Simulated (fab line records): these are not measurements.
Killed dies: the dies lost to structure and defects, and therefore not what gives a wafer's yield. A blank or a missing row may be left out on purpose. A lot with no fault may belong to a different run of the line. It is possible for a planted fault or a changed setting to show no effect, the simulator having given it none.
A lot that was struck, set against a sound lot    flow sfq-line    14 steps out of a route of 325
Sound: these wafers, L484.3, L484.5, L484.6. The struck wafers were L474.1, L474.2, L474.3. At the end, the cause is stated.
At each step with rows: each side's tool, then ch and its chambers, then its first start. Under that, the readings that differ: sound wafers    struck wafers    difference of the means    sigmas: that difference in standard deviations of wafers without a fault.
alike: same words and numbers on both sides, and readings whose means sit less than 2 such deviations apart. not compared: any withheld reading, any reading some wafer has no value for, any bound like >300 that may hide the same value, and any number with overlapping values for which the record gives no deviation.
Wherever a step has rows on one side only, a row that says differs or no value, or a row with sigmas, the two part there. Numbers that have no deviation but don't overlap get no sigmas and don't part them. A reading that every wafer of one side lacks parts them only if that side has two wafers or more.

first, 1 step without rows for these wafers: SFQ_TRILAYER_M2_STRIP_SOLV_CLEAN_062 (cleans in NMP, time 600 s).
SFQ_TRILAYER_I2_DEP_PECVD_063: deposits SiO2 from SiH4/N2O, time 111.11 s, target thk 500 nm.
  sound on pecvd-04 ch 0,2, day 27 12:43; struck on pecvd-03 ch 0,1,2, day 23 10:55
  alike: heater-power-w, throttle-valve-pct
SFQ_TRILAYER_I2_CMP_CMP_064: polishes SiO2.
  sound on cmp-01 ch 0,1,2, day 27 20:07; struck on cmp-02 ch 1,2,3, day 23 18:19
  alike: motor-current-A, time-to-endpoint-s
SFQ_I2_BOW_MEAS_917:
  sound on film-metro-02, day 27 21:40; struck on film-metro-04, day 23 21:19
  alike: I2_BOW
SFQ_TRILAYER_I2_METRO_MEASURE_065:
  sound on film-metro-02, day 27 22:08; struck on film-metro-04, day 23 21:26
  alike: thk-nm
then, 6 steps without rows for these wafers: SFQ_TRILAYER_I2_VIA_LITHO_COAT_072 (resist thk 62 nm); SFQ_TRILAYER_I2_VIA_LITHO_COAT_067 (resist thk 650 nm); SFQ_TRILAYER_I2_VIA_LITHO_SOFTBAKE_071; SFQ_TRILAYER_I2_VIA_LITHO_EXPOSE_068 (exposes mask I2, target cd 500 nm); SFQ_TRILAYER_I2_VIA_LITHO_PEB_070 (peb time 60 s); SFQ_TRILAYER_I2_VIA_LITHO_DEVELOP_069 (time 60 s).
-- the record jumps here: 3 days lie between the struck wafers' starts before and after --
SFQ_I2_OVL_MEAS_918:
  sound on overlay-01, day 30 06:07; struck on overlay-02, day 26 23:46
  alike: I2_OVL
SFQ_TRILAYER_I2_VIA_BARC_OPEN_VIA_ETCH_096: etches BARC in O2, target depth 125 nm, time 41.7 s.
  sound on rie-diel-01 ch 0,1, day 30 06:08; struck on rie-diel-04 ch 1,2,3, day 26 23:48
reading                         sound                 struck                difference  sigmas
chamber-pressure-mTorr (mTorr)  29.970 29.986 29.973  36.010 35.988 35.989  +6.019      +99 or more
  alike: drypump-motor-current-A, oes-product-au
  not compared: rf-hours-counter-h
SFQ_TRILAYER_I2_VIA_ETCH_VIA_ETCH_070: etches SiO2 in CHF3, stops on Nb, target depth 260 nm.
  sound on rie-diel-01 ch 0,1, day 30 06:10; struck on rie-diel-04 ch 1,2,3, day 26 23:50
  alike: chamber-pressure-mTorr, drypump-motor-current-A, oes-product-au

## WHERE THEY PART
Within this record, at SFQ_TRILAYER_I2_VIA_BARC_OPEN_VIA_ETCH_096 only. Later steps at which nothing parts them and some readings are alike: SFQ_TRILAYER_I2_VIA_ETCH_VIA_ETCH_070.

WHY: what had been put in by the simulator
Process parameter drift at SFQ_TRILAYER_I2_VIA_BARC_OPEN_VIA_ETCH_096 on rie-diel-04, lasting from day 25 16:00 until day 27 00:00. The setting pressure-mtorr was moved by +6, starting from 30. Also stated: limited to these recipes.
